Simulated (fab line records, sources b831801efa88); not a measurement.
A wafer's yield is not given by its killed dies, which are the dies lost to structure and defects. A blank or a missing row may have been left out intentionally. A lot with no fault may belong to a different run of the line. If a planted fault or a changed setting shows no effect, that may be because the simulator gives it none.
One fault seen from 2 desks + flow gf180mcu + what lay behind the numbers comes last; until then each desk has only its own

## METROLOGY DESK
What the gauges read for every lot (on any tool): the sampled wafers with a number, averaged. If a lot's mean is further than 4 standard deviations from the usual mean, the lot is out of limits and carries the mark OUT (the distance appears in the brackets).
Columns: A = V3_BOW at GF_V3_BOW_MEAS_05, usual 117 um; B = cd-nm at GF_V3_CD_MEAS_14, usual 260.0 nm; C = V3_OVL at GF_V3_OVL_MEAS_15, usual 2 nm
| lot  | first seen here | A   | B     | C  |
|------|-----------------|-----|-------|----|
| L389 | day 21 01:37    | 133 | 259.6 | 6  |
| L400 | day 25 10:40    | 114 | 258.5 | 1  |
| L404 | day 26 23:53    | 106 | 259.5 | 3  |
| L405 | day 27 07:51    | 114 | 260.3 | -8 |
| L406 | day 27 10:26    | 119 | 260.7 | -7 |
| L407 | day 27 17:10    | 109 | 259.4 | -7 |
This desk's verdict: no lot among the 6 shows anything out of limits.

## TOOL OWNER'S DESK, rie-diel-03
The tool's own readings at GF_V3_ETCH_17 (etches SiO2 in C4F8/O2/Ar, stops on TiN, target depth 635 nm): means of the sampled wafers that have a number, for each lot that ran on this tool. If a lot's mean is further than 4 standard deviations from the usual mean, the lot is out of limits and carries the mark OUT (the distance appears in the brackets).
Columns: A = bias-w at GF_V3_ETCH_17, usual 1200 W; B = oes-product-au at GF_V3_ETCH_17, usual 0.855 a.u.; C = rf-fwd-power-W at GF_V3_ETCH_17, usual 1493 W
| lot  | first seen here | A    | B     | C              |
|------|-----------------|------|-------|----------------|
| L400 | day 26 08:00    | 1199 | 0.860 | 1493           |
| L404 | day 27 20:00    | 1200 | 0.857 | 1411 (-16) OUT |
| L406 | day 28 05:00    | 1198 | 0.856 | 1413 (-16) OUT |
Finding of this desk: L404, L406 out of limits; the first was L404 at day 27 20:00, on rf-fwd-power-W at GF_V3_ETCH_17. L400 stayed within limits.

## TAKEN TOGETHER
At day 27 20:00, on L404, L406, the tool owner's desk was in a position to raise an alarm.
The metrology desk saw nothing out of limits.
The metrology desk holds a record of L404, L406, inside its limits.
Every lot named ran GF_V3_ETCH_17 on rie-diel-03.

## WHAT THE SIMULATOR HAD INSERTED
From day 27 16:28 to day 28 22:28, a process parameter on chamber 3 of rie-diel-03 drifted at GF_V3_ETCH_17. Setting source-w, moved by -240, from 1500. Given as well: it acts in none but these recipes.
Shown lots that were struck: L404, L406.
How many hours passed from the start of the fault until each desk's first out-of-limits reading: the tool owner's desk, 4.
